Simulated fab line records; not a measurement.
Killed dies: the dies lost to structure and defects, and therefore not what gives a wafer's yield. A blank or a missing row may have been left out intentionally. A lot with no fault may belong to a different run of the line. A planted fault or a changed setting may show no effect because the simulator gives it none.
Which of the tools did it? | flow sfq line | at 1 step of a route of 325, 14 lots with 42 wafers sampled

WHAT THE GAUGES READ, wafer by wafer
The record holds no reading of a measuring or inspecting step that can be judged against a usual standard deviation.

EACH LOT AND THE TOOL THAT RAN IT (in order: tool; ch and the chambers of the sampled wafers; start)
lot  | SFQ_TRILAYER_JJ_CE_BARC_OPEN_RIE_150
L889 | rie metal-02 ch 0,1, day 53 23:50
L890 | rie metal-02 ch 1, day 54 14:09
L892 | rie metal-04 ch 0,1, day 56 00:50
L893 | rie metal-02 ch 0,1, day 56 09:14
L895 | rie metal-04 ch 1, day 57 05:40
L900 | rie metal-04 ch 0,1, day 59 05:18
L901 | rie metal-04 ch 0,1, day 59 06:30
L902 | rie metal-04 ch 0,1, day 59 07:42
L903 | rie metal-04 ch 0,1, day 59 08:54
L904 | rie metal-02 ch 0,1, day 59 10:06
L907 | rie metal-02 ch 0,1, day 59 13:42
L909 | rie metal-02 ch 0,1, day 59 16:06
L910 | rie metal-02 ch 0, day 59 17:18
L911 | rie metal-02 ch 0,1, day 59 18:30
- SFQ_TRILAYER_JJ_CE_BARC_OPEN_RIE_150: chemistry O2, target BARC, target depth 240 nm, time 80 s.

WHAT THE TOOLS THEMSELVES READ (means of the sampled wafers that have a number; where no wafer has one, the mark that the record gives instead)
SFQ_TRILAYER_JJ_CE_BARC_OPEN_RIE_150. Usual: bias w 79.98 W, standard deviation 0.23; drypump motor current A 5.9 A, standard deviation 0.39; oes product au 0.537 a.u., standard deviation 0.0047; rf fwd power W 595.5 W, standard deviation 2.1.
lot  | tool         | bias w (W) | drypump motor current A (A) | oes product au (a.u.) | rf fwd power W (W) | flag
L889 | rie metal-02 | 80.03      | 6.1                         | 0.535                 | 594.9              |
L890 | rie metal-02 | 79.79      | 5.8                         | 0.536                 | 594.7              |
L892 | rie metal-04 | 79.73      | 6.0                         | 0.540                 | 593.5              |
L893 | rie metal-02 | 79.61      | 6.2                         | 0.538                 | 598.0              |
L895 | rie metal-04 | 80.01      | 5.7                         | 0.537                 | 596.0              |
L900 | rie metal-04 | 79.98      | 6.0                         | 0.538                 | 596.4              |
L901 | rie metal-04 | 79.61      | 5.8                         | 0.535                 | 595.8              |
L902 | rie metal-04 | 80.03      | 6.0                         | 0.541                 | 625.9              | OFF
L903 | rie metal-04 | 80.21      | 5.9                         | 0.535                 | 660.5              | OFF
L904 | rie metal-02 | 79.99      | 6.0                         | 0.536                 | 593.9              |
L907 | rie metal-02 | 80.03      | 6.0                         | 0.535                 | 596.3              |
L909 | rie metal-02 | 79.93      | 6.0                         | 0.536                 | 595.8              |
L910 | rie metal-02 | 80.03      | 6.3                         | 0.536                 | 595.9              |
L911 | rie metal-02 | 80.16      | 6.2                         | 0.539                 | 594.3              |

THE ANSWER, worked out from the rows above alone
Rule: a lot is off if the mean of its wafers that have a number lies more than 3 standard deviations from the usual mean. Also off: a lot with no number at a reading for which 4 or more lots have one. The other lots that the step has rows for count as sound. Order of review: gauges by route order, followed by the tools' own readings, for which a lot's mean as printed above is used. At the first step where some lot is off, the reading lying furthest off is the one used; lots without a number count as furthest.
Off at SFQ_TRILAYER_JJ_CE_BARC_OPEN_RIE_150 (rf fwd power W): L902, L903.
A tool fits if, at that step or a process step before it, it ran every lot that is off, and no sound lot after the first of them. One candidate fits, namely rie metal-04 at SFQ_TRILAYER_JJ_CE_BARC_OPEN_RIE_150. Its last sound lot is L901 (day 59 06:30), its first lot that is off L902 (day 59 07:42): a fault that began between those two fits.
On the lots that are off, the tool's own readings at SFQ_TRILAYER_JJ_CE_BARC_OPEN_RIE_150 differ by more than 5 times the standard deviation of the sound lots' means, which bears it out; rf fwd power W reads 643.2 W there versus 595.5 W on the sound lots.

WHAT HAD BEEN PUT IN BY THE SIMULATOR
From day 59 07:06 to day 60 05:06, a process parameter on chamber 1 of rie metal-04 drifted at SFQ_TRILAYER_JJ_CE_BARC_OPEN_RIE_150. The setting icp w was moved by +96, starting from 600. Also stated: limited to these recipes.
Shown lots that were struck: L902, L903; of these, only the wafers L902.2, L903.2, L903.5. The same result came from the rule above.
